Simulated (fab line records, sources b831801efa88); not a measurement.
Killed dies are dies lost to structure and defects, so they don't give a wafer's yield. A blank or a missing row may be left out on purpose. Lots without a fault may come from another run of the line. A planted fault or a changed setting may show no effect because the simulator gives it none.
A struck lot beside a sound one | flow sky130 | 17 steps out of a route of 708
Sound: wafers L549.2, L549.4, L549.6. Struck: wafers L558.3, L558.4, L558.6. The cause comes at the end.
At each step with rows: each side's tool, then ch and its chambers, then its first start. Under that, the readings that differ: sound wafers | struck wafers | difference of the means | sigmas: that difference in standard deviations of wafers without a fault.
alike: readings whose means differ by less than 2 such deviations, and words and numbers that are the same on both sides. not compared: withheld readings, readings that some wafer has no value for, bounds like >300 that may hide the same value, and numbers for which the record gives no deviation and whose values overlap.
The two part at a step that has a row with sigmas, a row that says differs or no value, or rows on one side only. Numbers that don't overlap but have no deviation are shown without sigmas and don't part them. A reading that every wafer of one side lacks parts them only if that side has two wafers or more.

first, 2 steps without rows for these wafers: SKY_NWELL_IMPLANT_12; SKY_NWELL_IMPLANT_13.
SKY_NWELL_STRIP_14: strips in O2/N2.
  sound on plasma_asher-01 ch 0,1, day 6 15:32; struck on plasma_asher-04 ch 0,1, day 9 03:16
  alike: drypump_motor_current_A, oes_product_au, strip_time_to_endpoint_s
  not compared: rf_hours_counter_h
SKY_NWELL_TW_MEAS_15:
  sound on film_metro-03, day 6 15:38; struck on film_metro-01, day 9 03:21
  alike: NWELL_TW
then, 7 steps without rows for these wafers: SKY_NWELL_DEHYDRATE_16 (time 60 s); SKY_NWELL_HMDS_17 (prime time 60 s); SKY_NWELL_COAT_18 (resist thk 3000 nm); SKY_NWELL_SOFTBAKE_19; SKY_NWELL_EXPOSE_20 (exposes mask NWM COMPLEMENT, target cd 840 nm); SKY_NWELL_PEB_21; SKY_NWELL_DEVELOP_22 (develop time 60 s).
SKY_NWELL_OVL_MEAS_23:
  sound on overlay-01, day 7 10:42; struck on overlay-02, day 10 01:40
  alike: NWELL_01_OVL
SKY_NWELL_IMPLANT_24:
  sound on implanter-04 ch 0, day 7 10:46; struck on implanter-04 ch 0, day 10 01:44
  reading            | sound                         | struck                           | difference  | sigmas
  dose_ions_cm2      | 9.185e+12 9.184e+12 9.184e+12 | 1.3451e+13 1.3459e+13 1.3453e+13 | +4.2700e+12 | +99 or more
  faraday_current_uA | 51.9 51.7 51.5                | 73.8 74.7 74.0                   | +22.5       | +20
  alike: beam_on_s
SKY_NWELL_STRIP_25: strips in O2/N2.
  sound on plasma_asher-04 ch 0, day 7 10:53; struck on plasma_asher-03 ch 0,1, day 10 01:52
  alike: drypump_motor_current_A, oes_product_au, strip_time_to_endpoint_s
  not compared: rf_hours_counter_h
SKY_NWELL_TW_MEAS_26:
  sound on film_metro-04, day 7 10:59; struck on film_metro-03, day 10 01:57
  reading    | sound             | struck            | difference | sigmas
  NWELL_2_TW | 493.3 496.5 495.2 | 557.3 558.2 561.0 | +63.8      | +29
then, 1 step without rows for these wafers: SKY_NWELL_CLEAN_27 (cleans in SC1/SC2, time 150 s).
-- the record jumps here: 40 days lie between the struck wafers' starts before and after (it left off in module NWELL and takes up again in module PAD_OPEN, whose first step shown is number 708 of the route) --
SKY_PAD_OPEN_PROBE_99:
  sound on prober-01, day 47 23:04; struck on prober-02, day 50 05:11
  reading                                    | sound                         | struck                        | difference | sigmas
  killed_short                               | 37 56 35                      | 25 30 34                      | -13        | -2
  model.etest.pfet_16v.r_on_ohm_um           | 1.544e+04 1.542e+04 1.552e+04 | 1.311e+04 1.292e+04 1.292e+04 | -2.477e+03 |
  model.etest.res_iso_pwell.rs_ohm_sq        | 3134 3128 3127                | 2272 2270 2255                | -864       |
  model.etest.res_pwell_under_gate.rs_ohm_sq | 2274 2263 2260                | 1759 1772 1785                | -494       |
  model.etest.res_iso_pwell.line_ohm_um      | 1165 1184 1172                | 851.4 852 840.9               | -325.6     |
  model.etest.tip_n_5v.rs_ohm_sq             | 1386 1378 1381                | 1447 1444 1441                | +62        |
  model.etest.res_iso_pwell.width_nm (nm)    | 2644 2639 2640                | 2692 2693 2677                | +46        |
  model.etest.res_nwell.width_nm (nm)        | 834.1 831 831                 | 794.7 797.1 797.6             | -35.6      |
  alike: killed_at_M0_to_M3, killed_at_M4_up, killed_at_contacts, killed_at_front_end, killed_at_other, killed_dies, killed_open
  not compared: model.etest.nfet_16v.r_on_ohm_um

WHERE THEY PART
First at SKY_NWELL_IMPLANT_24; last, within this record, at SKY_PAD_OPEN_PROBE_99.

WHY: what the simulator had put in
Process parameter drift: implanter-04, from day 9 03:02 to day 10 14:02, at SKY_NWELL_IMPLANT_24. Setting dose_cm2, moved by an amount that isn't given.
